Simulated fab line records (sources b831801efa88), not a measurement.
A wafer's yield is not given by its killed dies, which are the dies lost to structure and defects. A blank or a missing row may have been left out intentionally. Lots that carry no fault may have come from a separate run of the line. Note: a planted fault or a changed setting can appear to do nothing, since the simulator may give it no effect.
Problem report, 8D (eight disciplines) form, completed by code -- flow sky130 -- the parts of the form that need people (team, actions taken, sign-off) are left out

1. WHAT WENT WRONG
spin speed rpm at SKY_VT_ADJUST_HVTR_COAT_02 reads a mean of 2874.0 rpm on 6 wafers of 2 lots; wafers without a fault read 3000.3 rpm with a standard deviation of 1.8. That puts it -70 standard deviations away from the usual mean.
The step: resist thk 1140 nm.
Earliest sighting: wafer L208.1 on litho track-02 at day 13 07:34. At this step, 39 wafers from 13 lots have a number in the record. By rule, "out" or "out of limits" means more than 4 standard deviations away from the usual mean. All remaining wafers that have a number are taken as sound.

2. WHAT IT IS; WHAT IT IS NOT
question,is,is not
which readings at this step,spin speed rpm,-
which lots,"L208, L209","L194, L195, L197, L198, L199, L200, L202, L204, L213, L216, L217"
which wafers of those lots,all that have a number,-
read on which tools,litho track-02,"litho track-03, litho track-04"
when,from day 13 07:34,"up to then (24 sound wafers); but 9 sound wafers of L213, L216, L217 came after"

3. WHAT RULES OUT EACH SUSPECT
Counting: a tool at a process step up to the reading stays a suspect if it ran every lot that is out and no sound lot after the first of them.
- litho track-02 at SKY_VT_ADJUST_HVTR_COAT_02 (resist thk 1140 nm): kept. It ran every lot that is out, first L208 (day 13 07:34), and no sound lot after that; its last sound lot up to then is L204 (day 12 08:55). Out on those wafers are its own readings of spin speed rpm.
Left after counting: litho track-02 at SKY_VT_ADJUST_HVTR_COAT_02.

4. THE CAUSE (what the simulator had put in)
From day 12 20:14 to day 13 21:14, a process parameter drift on litho track-02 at SKY_VT_ADJUST_HVTR_COAT_02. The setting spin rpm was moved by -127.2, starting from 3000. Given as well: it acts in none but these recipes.
The count eliminated every tool but this one.

5. THE EFFECT CHAIN, in route order
Each row: a reading where the mean over the struck wafers with a number is more than 3 standard deviations away from the usual. Only readings for which the record gives a usual standard deviation are gone through. hours: the time from each lot's start at the first step in this table that gives one to its start at this step, as a median over the lots. sigmas: the change in usual standard deviations.
hours,step,reading,usual,on struck wafers,change,sigmas
0,SKY_VT_ADJUST_HVTR_COAT_02,spin speed rpm,3000.3 rpm,2874.0,-126.3,-70
13,SKY_VT_ADJUST_HVTR_STRIP_10,strip time to endpoint s,14.19 s,14.44,+0.25,+5.4
It contains these process steps:
- SKY_VT_ADJUST_HVTR_COAT_02: resist thk 1140 nm.
- SKY_VT_ADJUST_HVTR_STRIP_10: strips in O2/N2.
At these later measuring or inspecting steps, every struck wafer for which the step has a row has a number for every such reading, and none has moved that far: SKY_VT_ADJUST_PCH_OVL_MEAS_07, SKY_CONTACT_OVL_MEAS_15, SKY_METAL1_RS_MEAS_05.

6. HOW IT WOULD HAVE BEEN CAUGHT EARLIER
The fault began at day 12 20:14; the first out-of-limits reading in this record came at day 13 07:34, 11 hours later.
